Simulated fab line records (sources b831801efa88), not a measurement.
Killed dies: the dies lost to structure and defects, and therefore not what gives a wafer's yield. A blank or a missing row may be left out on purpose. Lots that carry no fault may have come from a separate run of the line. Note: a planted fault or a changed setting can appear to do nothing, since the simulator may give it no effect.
Comparing a struck lot with a sound one ; flow gf180mcu ; 18 out of 602 route steps
Sound: the wafers L332.1, L332.4, L332.6. Struck: wafer L336.2. (L336.1, L336.6 of the same lot were not struck and are left out.) The cause comes at the end.
For every step that has rows: the tool of each side, followed by ch and its chambers, followed by its first start. Under that, the readings that differ: sound wafers ; struck wafers ; difference of the means ; sigmas: that difference in standard deviations of wafers without a fault.
alike: words and numbers the same on both sides, and readings whose means are apart by under 2 such deviations; not compared: readings that were withheld, readings missing a value for some wafer, numbers with overlapping values and no deviation given by the record, and bounds like >300 which may hide the same value.
A row with sigmas, a row that says differs or no value, or rows on one side alone: a step with any of these is where the two part. Numbers that have no deviation but don't overlap get no sigmas and don't part them. Lack of a reading on every wafer of one side parts them only where that side has two or more wafers.

first, 2 steps without rows for these wafers: GF_CONTACT_PEB_12 (peb time 90 s); GF_CONTACT_DEVELOP_13 (develop time 60 s).
GF_CONTACT_CD_MEAS_14: the cd target is 220 nm.
  struck on cd-sem-01, day 19 02:11; sound on cd-sem-01, day 17 14:56
  alike: cd-nm
GF_CONTACT_OVL_MEAS_15:
  struck on overlay-01, day 19 02:18; sound on overlay-02, day 17 15:03
  alike: CONTACT_OVL
GF_CONTACT_ETCH_16: etches BARC in N2/H2.
  sound on rie-diel-01 ch 2,3, day 17 15:05; struck on rie-diel-03 ch 0, day 19 02:20
  alike: drypump-motor-current-A, n2-flow-sccm, oes-product-au, rf-fwd-power-W, throttle-valve-pct
GF_CONTACT_ETCH_17: etches SiO2 in C4F8/O2/Ar, stops on CoSi2, target depth 860 nm.
  sound on rie-diel-01 ch 2,3; struck on rie-diel-03 ch 0
  alike: oes-product-au, rf-fwd-power-W
then, 4 steps without rows for these wafers: GF_CONTACT_STRIP_18 (strips in O2/N2); GF_CONTACT_CLEAN_19 (cleans in SPM); GF_CONTACT_CLEAN_20 (cleans in DIW); GF_CONTACT_CLEAN_21 (cleans in dHF, time 20 s).
GF_CONTACT_SPUTTER_22: material Ti, target thk 15 nm, time 80.02 s.
  struck on pvd-sputter-01, day 19 02:49; sound on pvd-sputter-02, day 17 15:33
  alike: cathode-dc-power-W, throttle-valve-pct
GF_CONTACT_SPUTTER_23: material TiN, target thk 10 nm, time 40 s.
  struck on pvd-sputter-01, day 19 02:53; sound on pvd-sputter-02, day 17 15:37
  alike: cathode-dc-power-W, throttle-valve-pct
GF_CONTACT_CVD_24: deposits W, target thk 300 nm, time 90.339 s.
  sound on cvd-w-01 ch 0,1, day 17 15:39; struck on cvd-w-02 ch 1, day 19 02:55
reading;sound;struck;difference;sigmas
model.W_of_CONTACT_CVD_24.thk-nm (nm);301.7 302.1 297.7;547.7;+247.2;
  alike: heater-power-w
GF_CONTACT_RS_MEAS_25: measures by four-point-probe.
  struck on film-metro-04, day 19 03:22; sound on film-metro-02, day 17 15:45
reading;sound;struck;difference;sigmas
CONTACT_W_RS (ohm/sq);0.380 0.380 0.385;0.208;-0.174;-38
  not compared: hold
GF_CONTACT_THK_MEAS_26: measures by xrf.
  struck on film-metro-04, day 19 08:19; sound on film-metro-02, day 17 15:52
  not compared: hold, CONTACT_W_THK
GF_CONTACT_CMP_27: polishes, stops on SiO2, t overpolish 15 s, target thk 0 nm.
  sound on cmp-01 ch 2,3, day 17 15:56; struck on cmp-02 ch 2, day 19 10:25
reading;sound;struck;difference;sigmas
hold;- - -;await-dispo/1.7h/release;no value on the sound wafers;
time-to-endpoint-s (s);76 67 76;131;+58;+18
  alike: motor-current-A
GF_M1_SPUTTER_00: material Ti, target thk 37.5 nm, time 150 s.
  struck on pvd-sputter-02, day 19 10:40; sound on pvd-sputter-01, day 17 16:14
  alike: cathode-dc-power-W, throttle-valve-pct
-- the record jumps here: 12 days lie between the struck wafers' starts before and after (it left off in module M1 and takes up again in module PASSIVATION, whose first step shown is number 602 of the route) --
GF_PASSIVATION_PROBE_99:
  only the struck wafers here have rows in the record (prober-02, day 31 08:58); the sound ones have none

## WHERE THEY PART
First at GF_CONTACT_RS_MEAS_25; last, within this record, at GF_PASSIVATION_PROBE_99.

WHY: what had been put in by the simulator
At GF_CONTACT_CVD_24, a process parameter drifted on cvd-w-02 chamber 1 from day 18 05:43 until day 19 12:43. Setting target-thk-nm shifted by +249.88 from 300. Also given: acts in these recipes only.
